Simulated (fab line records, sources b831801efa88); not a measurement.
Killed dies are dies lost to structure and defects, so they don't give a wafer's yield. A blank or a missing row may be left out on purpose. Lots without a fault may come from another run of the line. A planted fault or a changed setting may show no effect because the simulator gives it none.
Split-lot experiment | flow sky130 | 5 lots, 23 wafers read, on a route of 708 steps

THE SPLIT
At SKY_NWELL_OXIDATION_01 (stabilise 600 s, purge 300 s, target thk 10 nm), the setting temp_c was moved away from the recipe's 900 C on 5 of the 23 wafers read, by +2.6%. The other wafers ran this setting at the recipe's value.

The file shows no step between the split and the reading.

THE READING
NWELL_OXIDATION_THK, in nm, at SKY_NWELL_THK_MEAS_02. Fault-free wafers of this fab line usually give 10.00 nm, standard deviation 0.2 nm.

wafer  | tool, chamber at the split | temp_c as run, C | against the recipe | NWELL_OXIDATION_THK, nm | against lot-mates on the recipe
L074.1 | furnace-02, 0              | 900              | recipe             | 10.34                   | -
L074.4 | furnace-02, 0              | 900              | recipe             | 10.11                   | -
L074.5 | furnace-02, 0              | 900              | recipe             | 9.97                    | -
L077.1 | -, -                       | 923.2            | +2.6%              | 12.70                   | no lot-mate on the recipe
L077.2 | -, -                       | 923.2            | +2.6%              | 12.87                   | no lot-mate on the recipe
L077.3 | -, -                       | 923.2            | +2.6%              | 12.81                   | no lot-mate on the recipe
L077.4 | -, -                       | 923.2            | +2.6%              | 13.00                   | no lot-mate on the recipe
L077.6 | -, -                       | 923.2            | +2.6%              | 12.86                   | no lot-mate on the recipe
L078.1 | -, -                       | 900              | recipe             | 10.00                   | -
L078.2 | -, -                       | 900              | recipe             | 9.77                    | -
L078.3 | -, -                       | 900              | recipe             | 9.76                    | -
L078.4 | -, -                       | 900              | recipe             | 9.79                    | -
L078.5 | -, -                       | 900              | recipe             | 9.60                    | -
L082.1 | -, -                       | 900              | recipe             | 9.96                    | -
L082.2 | -, -                       | 900              | recipe             | 9.89                    | -
L082.3 | -, -                       | 900              | recipe             | 9.92                    | -
L082.4 | -, -                       | 900              | recipe             | 9.80                    | -
L082.5 | -, -                       | 900              | recipe             | 9.85                    | -
L083.1 | -, -                       | 900              | recipe             | 10.14                   | -
L083.2 | -, -                       | 900              | recipe             | 10.06                   | -
L083.4 | -, -                       | 900              | recipe             | 10.14                   | -
L083.5 | -, -                       | 900              | recipe             | 9.87                    | -
L083.6 | -, -                       | 900              | recipe             | 10.17                   | -

THE FIT
A straight line over all 23 wafers: NWELL_OXIDATION_THK changes by +1.12 nm for each +1% of temp_c; r = +0.99; the points scatter about the line by 0.17 nm.
Too few moved wafers have a lot-mate on the recipe to fit a line with each lot's own level taken away.

THE WHOLE CHAIN: every reading that the file lists as answering this split, in the file's order
step                   | what it does                                   | reading                                                                            | change (the file's fit)              | r (the file's)
SKY_NWELL_OXIDATION_01 | stabilise 600 s, purge 300 s, target thk 10 nm | SiO2_of_NWELL_OXIDATION_01.thk_nm (the simulator's own value, which no gauge read) | +1.13 nm for each +1% of the setting | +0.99
SKY_NWELL_THK_MEAS_02  |                                                | NWELL_OXIDATION_THK                                                                | +1.12 for each +1% of the setting    | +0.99

THE FILE'S OWN FIT
NWELL_OXIDATION_THK changes by +1.12 nm for each +1% of temp_c, r = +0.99.
